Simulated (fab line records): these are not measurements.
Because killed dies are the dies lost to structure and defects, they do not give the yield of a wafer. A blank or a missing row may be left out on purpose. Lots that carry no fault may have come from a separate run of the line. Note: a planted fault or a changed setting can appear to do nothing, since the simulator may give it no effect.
Which tool is to blame? || flow sky130 || Sampling: 12 lots, 34 wafers, 6 of 708 route steps

## WHAT THE GAUGES READ, wafer by wafer
SKY_SD_P_TW_MEAS_11.
{"lot": "L142", "measured": "day 26 06:35", "on": "film-metro-01", "SD_P_TW": "2816 2821 2821"}
{"lot": "L144", "measured": "day 27 09:42", "on": "film-metro-03", "SD_P_TW": "2806 2791 2795"}
{"lot": "L148", "measured": "day 27 23:21", "on": "film-metro-02", "SD_P_TW": "2810 2831 2805"}
{"lot": "L146", "measured": "day 28 01:04", "on": "film-metro-01", "SD_P_TW": "2826 2827 2830"}
{"lot": "L149", "measured": "day 28 12:27", "on": "film-metro-01", "SD_P_TW": "2827 2823 2824"}
{"lot": "L151", "measured": "day 29 11:02", "on": "film-metro-02", "SD_P_TW": "2806 2792 2804"}
{"lot": "L152", "measured": "day 29 11:21", "on": "film-metro-02", "SD_P_TW": "2786 2798 2797"}
{"lot": "L158", "measured": "day 31 02:28", "on": "film-metro-03", "SD_P_TW": "2787 2796 2790"}
{"lot": "L159", "measured": "day 31 12:55", "on": "film-metro-03", "SD_P_TW": "2793 2780"}
{"lot": "L160", "measured": "day 31 20:04", "on": "film-metro-02", "SD_P_TW": "2823 2829"}
{"lot": "L164", "measured": "day 32 14:21", "on": "film-metro-02", "SD_P_TW": "2802 2809 2801"}
{"lot": "L165", "measured": "day 32 22:28", "on": "film-metro-01", "SD_P_TW": "2814 2830 2828"}

SKY_SD_N_RS_MEAS_18: a four-point-probe measurement.
{"lot": "L142", "measured": "day 28 17:08", "on": "film-metro-01", "RES_XHIGH_RS (ohm/sq)": "334.8 333.9 333.1"}
{"lot": "L144", "measured": "day 29 19:59", "on": "film-metro-01", "RES_XHIGH_RS (ohm/sq)": "333.1 335.0 335.3"}
{"lot": "L148", "measured": "day 30 09:23", "on": "film-metro-03", "RES_XHIGH_RS (ohm/sq)": "333.3 333.6 334.8"}
{"lot": "L146", "measured": "day 30 10:07", "on": "film-metro-02", "RES_XHIGH_RS (ohm/sq)": "332.1 331.9 331.7"}
{"lot": "L149", "measured": "day 30 19:56", "on": "film-metro-02", "RES_XHIGH_RS (ohm/sq)": "332.0 332.8 333.1"}
{"lot": "L151", "measured": "day 31 19:43", "on": "film-metro-01", "RES_XHIGH_RS (ohm/sq)": "333.6 333.5 333.7"}
{"lot": "L152", "measured": "day 31 19:56", "on": "film-metro-03", "RES_XHIGH_RS (ohm/sq)": "333.8 333.6 333.6"}
{"lot": "L158", "measured": "day 33 10:08", "on": "film-metro-02", "RES_XHIGH_RS (ohm/sq)": "332.2 332.8 332.1"}
{"lot": "L159", "measured": "day 33 19:03", "on": "film-metro-02", "RES_XHIGH_RS (ohm/sq)": "332.4 331.8"}
{"lot": "L160", "measured": "day 34 02:25", "on": "film-metro-03", "RES_XHIGH_RS (ohm/sq)": "333.4 333.5"}
{"lot": "L164", "measured": "day 34 21:03", "on": "film-metro-02", "RES_XHIGH_RS (ohm/sq)": "332.6 331.8 331.5"}
{"lot": "L165", "measured": "day 35 04:28", "on": "film-metro-03", "RES_XHIGH_RS (ohm/sq)": "332.1 332.5 333.6"}

SKY_LI_CONTACT_THK_MEAS_01.
{"lot": "L142", "measured": "day 28 17:23", "on": "film-metro-03", "LI_CONTACT_HDPCVD_THK (nm)": "932 915 931"}
{"lot": "L144", "measured": "day 29 20:14", "on": "film-metro-02", "LI_CONTACT_HDPCVD_THK (nm)": "938 948 933"}
{"lot": "L148", "measured": "day 30 09:38", "on": "film-metro-01", "LI_CONTACT_HDPCVD_THK (nm)": "929 924 925"}
{"lot": "L146", "measured": "day 30 10:21", "on": "film-metro-03", "LI_CONTACT_HDPCVD_THK (nm)": "925 912 934"}
{"lot": "L149", "measured": "day 30 20:12", "on": "film-metro-02", "LI_CONTACT_HDPCVD_THK (nm)": "922 924 923"}
{"lot": "L151", "measured": "day 31 19:56", "on": "film-metro-02", "LI_CONTACT_HDPCVD_THK (nm)": "911 928 918"}
{"lot": "L152", "measured": "day 31 20:11", "on": "film-metro-03", "LI_CONTACT_HDPCVD_THK (nm)": "922 934 928"}
{"lot": "L158", "measured": "day 33 10:23", "on": "film-metro-02", "LI_CONTACT_HDPCVD_THK (nm)": "920 938 929"}
{"lot": "L159", "measured": "day 33 19:17", "on": "film-metro-01", "LI_CONTACT_HDPCVD_THK (nm)": "924 917"}
{"lot": "L160", "measured": "day 34 02:38", "on": "film-metro-01", "LI_CONTACT_HDPCVD_THK (nm)": "909 906"}
{"lot": "L164", "measured": "day 34 21:16", "on": "film-metro-03", "LI_CONTACT_HDPCVD_THK (nm)": "943 924 914"}
{"lot": "L165", "measured": "day 35 04:41", "on": "film-metro-02", "LI_CONTACT_HDPCVD_THK (nm)": "930 916 927"}

SKY_LI_CONTACT_RS_MEAS_22: a four-point-probe measurement.
{"lot": "L142", "measured": "day 29 22:19", "on": "film-metro-02", "LI_CONTACT_W_RS (ohm/sq)": "0.275 0.281 0.281"}
{"lot": "L144", "measured": "day 31 00:20", "on": "film-metro-03", "LI_CONTACT_W_RS (ohm/sq)": "0.287 0.295 0.294"}
{"lot": "L148", "measured": "day 31 14:15", "on": "film-metro-01", "LI_CONTACT_W_RS (ohm/sq)": "0.284 0.279 0.279"}
{"lot": "L146", "measured": "day 31 15:42", "on": "film-metro-03", "LI_CONTACT_W_RS (ohm/sq)": "0.281 0.287 0.287"}
{"lot": "L149", "measured": "day 32 00:44", "on": "film-metro-03", "LI_CONTACT_W_RS (ohm/sq)": "0.283 0.284 0.279"}
{"lot": "L151", "measured": "day 32 23:21", "on": "film-metro-01", "LI_CONTACT_W_RS (ohm/sq)": "0.280 0.282 0.284"}
{"lot": "L152", "measured": "day 32 23:43", "on": "film-metro-03", "LI_CONTACT_W_RS (ohm/sq)": "0.292 0.288 0.288"}
{"lot": "L158", "measured": "day 34 14:10", "on": "film-metro-03", "LI_CONTACT_W_RS (ohm/sq)": "0.254 0.256 0.283"}
{"lot": "L159", "measured": "day 34 23:02", "on": "film-metro-03", "LI_CONTACT_W_RS (ohm/sq)": "0.252 0.282"}
{"lot": "L160", "measured": "day 35 06:57", "on": "film-metro-01", "LI_CONTACT_W_RS (ohm/sq)": "0.278 0.253"}
{"lot": "L164", "measured": "day 36 00:35", "on": "film-metro-01", "LI_CONTACT_W_RS (ohm/sq)": "0.279 0.284 0.286"}
{"lot": "L165", "measured": "day 36 07:39", "on": "film-metro-03", "LI_CONTACT_W_RS (ohm/sq)": "0.287 0.283 0.280"}

SKY_LI_CONTACT_THK_MEAS_23: measures by xrf.
{"lot": "L142", "measured": "day 29 22:26", "on": "film-metro-02", "LI_CONTACT_W_THK (nm)": "405 395 396"}
{"lot": "L144", "measured": "day 31 00:27", "on": "film-metro-03", "LI_CONTACT_W_THK (nm)": "400 391 390"}
{"lot": "L148", "measured": "day 31 14:22", "on": "film-metro-01", "LI_CONTACT_W_THK (nm)": "401 408 406"}
{"lot": "L146", "measured": "day 31 15:49", "on": "film-metro-03", "LI_CONTACT_W_THK (nm)": "407 399 397"}
{"lot": "L149", "measured": "day 32 00:51", "on": "film-metro-03", "LI_CONTACT_W_THK (nm)": "398 400 407"}
{"lot": "L151", "measured": "day 32 23:28", "on": "film-metro-01", "LI_CONTACT_W_THK (nm)": "397 399 397"}
{"lot": "L152", "measured": "day 32 23:50", "on": "film-metro-03", "LI_CONTACT_W_THK (nm)": "389 395 393"}
{"lot": "L158", "measured": "day 34 14:17", "on": "film-metro-03", "LI_CONTACT_W_THK (nm)": "453 449 405"}
{"lot": "L159", "measured": "day 34 23:09", "on": "film-metro-03", "LI_CONTACT_W_THK (nm)": "453 404"}
{"lot": "L160", "measured": "day 35 07:04", "on": "film-metro-01", "LI_CONTACT_W_THK (nm)": "408 452"}
{"lot": "L164", "measured": "day 36 00:41", "on": "film-metro-01", "LI_CONTACT_W_THK (nm)": "403 399 399"}
{"lot": "L165", "measured": "day 36 07:46", "on": "film-metro-03", "LI_CONTACT_W_THK (nm)": "397 402 410"}

## TOOL THAT RAN EACH LOT (tool first, then ch and the chambers of the sampled wafers, then the start)
{"lot": "L142", "SKY_LI_CONTACT_CVD_21": "cvd-w-01 ch 0,1, day 29 22:11"}
{"lot": "L144", "SKY_LI_CONTACT_CVD_21": "cvd-w-02 ch 0,1, day 31 00:13"}
{"lot": "L148", "SKY_LI_CONTACT_CVD_21": "cvd-w-02 ch 0,1, day 31 14:07"}
{"lot": "L146", "SKY_LI_CONTACT_CVD_21": "cvd-w-01 ch 0,1, day 31 15:34"}
{"lot": "L149", "SKY_LI_CONTACT_CVD_21": "cvd-w-01 ch 0,1, day 32 00:37"}
{"lot": "L151", "SKY_LI_CONTACT_CVD_21": "cvd-w-01 ch 0,1, day 32 23:12"}
{"lot": "L152", "SKY_LI_CONTACT_CVD_21": "cvd-w-02 ch 0,1, day 32 23:36"}
{"lot": "L158", "SKY_LI_CONTACT_CVD_21": "cvd-w-01 ch 1, day 34 13:55"}
{"lot": "L159", "SKY_LI_CONTACT_CVD_21": "cvd-w-01 ch 0, day 34 22:55"}
{"lot": "L160", "SKY_LI_CONTACT_CVD_21": "cvd-w-01 ch 0,1, day 35 06:49"}
{"lot": "L164", "SKY_LI_CONTACT_CVD_21": "cvd-w-02 ch 0,1, day 36 00:27"}
{"lot": "L165", "SKY_LI_CONTACT_CVD_21": "cvd-w-02 ch 0,1, day 36 07:30"}
- SKY_LI_CONTACT_CVD_21: deposits W, target thk 400 nm, time 120.56 s.

## AS READ BY THE TOOLS THEMSELVES (means over the sampled wafers that have a number; for cases with no such wafer, the mark the record gives instead)
SKY_LI_CONTACT_CVD_21.
{"lot": "L142", "tool": "cvd-w-01", "heater-power-w (W)": 770, "susceptor-temp-C (C)": 399.99}
{"lot": "L144", "tool": "cvd-w-02", "heater-power-w (W)": 853, "susceptor-temp-C (C)": 399.65}
{"lot": "L148", "tool": "cvd-w-02", "heater-power-w (W)": 845, "susceptor-temp-C (C)": 400.07}
{"lot": "L146", "tool": "cvd-w-01", "heater-power-w (W)": 795, "susceptor-temp-C (C)": 400.00}
{"lot": "L149", "tool": "cvd-w-01", "heater-power-w (W)": 788, "susceptor-temp-C (C)": 400.00}
{"lot": "L151", "tool": "cvd-w-01", "heater-power-w (W)": 817, "susceptor-temp-C (C)": 399.80}
{"lot": "L152", "tool": "cvd-w-02", "heater-power-w (W)": 861, "susceptor-temp-C (C)": 400.11}
{"lot": "L158", "tool": "cvd-w-01", "heater-power-w (W)": 767, "susceptor-temp-C (C)": 399.55}
{"lot": "L159", "tool": "cvd-w-01", "heater-power-w (W)": 816, "susceptor-temp-C (C)": 400.27}
{"lot": "L160", "tool": "cvd-w-01", "heater-power-w (W)": 801, "susceptor-temp-C (C)": 400.16}
{"lot": "L164", "tool": "cvd-w-02", "heater-power-w (W)": 851, "susceptor-temp-C (C)": 400.16}
{"lot": "L165", "tool": "cvd-w-02", "heater-power-w (W)": 862, "susceptor-temp-C (C)": 400.00}

## THE ANSWER, worked out from the rows above alone
Rule: the usual values come from the lots themselves. The widest of any qualifying gaps counts: lots, ordered by their means at a reading, are off when they make up no more than a third of the lots, leave a main group of 4 or more, and stand apart from it by 3 or more times the standard deviation of that group's means. The tables above print the reading to a certain number of digits; a main group whose means all agree to those digits is not used. A lot without any number at a reading at which 4 lots or more have one is off too. The other lots that the step has rows for count as sound. The gauges are gone through in route order, then the tools' own readings, and for those a lot's mean is taken as printed above. The first step at which some lot is off is used, and at that step the reading that is off furthest; a lot without a number counts as furthest.
Off: L158, L159, L160, seen at SKY_LI_CONTACT_RS_MEAS_22 (LI_CONTACT_W_RS). Main group: mean 0.284 ohm/sq, sd 0.0039.
A tool fits if, at a process step before that reading, it ran every lot that is off, and no sound lot after the first of them. Gauges at SKY_LI_CONTACT_RS_MEAS_22: tried the same way as those tools. One candidate fits, namely cvd-w-01 at SKY_LI_CONTACT_CVD_21. Its last sound lot is L151 (day 32 23:12), its first lot that is off L158 (day 34 13:55): a fault that began between those two fits.

## WHAT HAD BEEN PUT IN BY THE SIMULATOR
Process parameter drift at SKY_LI_CONTACT_CVD_21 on cvd-w-01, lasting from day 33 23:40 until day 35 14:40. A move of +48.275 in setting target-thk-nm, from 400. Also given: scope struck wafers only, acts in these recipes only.
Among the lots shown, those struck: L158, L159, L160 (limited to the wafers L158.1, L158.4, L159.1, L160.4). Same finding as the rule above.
